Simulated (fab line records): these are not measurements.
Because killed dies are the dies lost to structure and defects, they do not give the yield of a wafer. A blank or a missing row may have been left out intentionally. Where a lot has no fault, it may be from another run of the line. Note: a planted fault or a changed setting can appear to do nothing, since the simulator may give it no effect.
Chamber matching | flow gf180mcu | rie si-01 running GF_STI_ETCH_14: 4 sister chambers
The step etches Si in HBr/Cl2/O2, target depth 360 nm, time 102.9 s. 14 wafers are shown with their chamber, then 7 later ones without.

WAFERS WITH THEIR CHAMBER
wafer  | chamber | drypump motor current A (A) | oes product au (a.u.) | throttle valve pct (%)
L990.2 | 2       | 5.1                         | 0.985                 | 25.655
L990.3 | 3       | 5.3                         | 1.006                 | 25.665
L990.6 | 2       | 5.1                         | 0.981                 | 25.675
L992.2 | 3       | 5.4                         | 0.992                 | 25.664
L992.3 | 2       | 5.1                         | 0.985                 | 25.656
L992.5 | 2       | 5.1                         | 0.982                 | 25.663
L998.1 | 2       | 5.1                         | 0.986                 | 25.668
L998.2 | 3       | 5.3                         | 0.995                 | 25.651
L998.6 | 0       | 4.7                         | 0.995                 | 25.678
L106.1 | 1       | 5.6                         | 1.008                 | 25.648
L106.3 | 2       | 5.1                         | 0.989                 | 25.669
L106.5 | 2       | 5.1                         | 0.986                 | 25.645
L107.1 | 3       | 5.2                         | 1.003                 | 25.642
L107.3 | 0       | 4.7                         | 1.012                 | 25.660

SIGNATURES (means of the wafers above)
reading                 | chamber 0 | chamber 1 | chamber 2 | chamber 3 | scatter within a chamber
drypump motor current A | 4.700     | 5.600     | 5.100     | 5.300     | 0.0447
oes product au          | 1.00350   | 1.00800   | 0.98486   | 0.99900   | 0.00563
throttle valve pct      | 25.66900  | 25.64800  | 25.66157  | 25.65550  | 0.0107
Rule: a wafer lies at a distance from a chamber equal to the root of the sum of squares, over the readings, of (its reading less the chamber's mean, divided by the reading's scatter). If the next closest chamber is less than 2 further off than the closest, the wafer can't be placed; otherwise it belongs to the closest. The scatter is the square root of a quotient: the sum, over the shown wafers, of each reading's squared deviation from its chamber's mean, divided by wafers minus chambers.

WAFERS MISSING THEIR CHAMBER
wafer  | drypump motor current A (A) | oes product au (a.u.) | throttle valve pct (%)
L107.5 | 5.1                         | 0.983                 | 25.679
L108.1 | 4.7                         | 1.007                 | 25.638
L108.2 | 5.6                         | 1.010                 | 25.640
L108.6 | 5.6                         | 1.009                 | 25.658
L110.1 | 5.1                         | 0.975                 | 25.675
L110.2 | 5.6                         | 0.985                 | 25.671
L110.4 | 4.7                         | 1.000                 | 25.653

EACH ONE'S CHAMBER
wafer  | from the rows above | in truth
L107.5 | 2                   | 2
L108.1 | 0                   | 0
L108.2 | 1                   | 1
L108.6 | 1                   | 1
L110.1 | 2                   | 2
L110.2 | 1                   | 1
L110.4 | 0                   | 0
7 of 7 placed correctly. Left unplaced by these rows: 0. Number placed wrongly: 0.
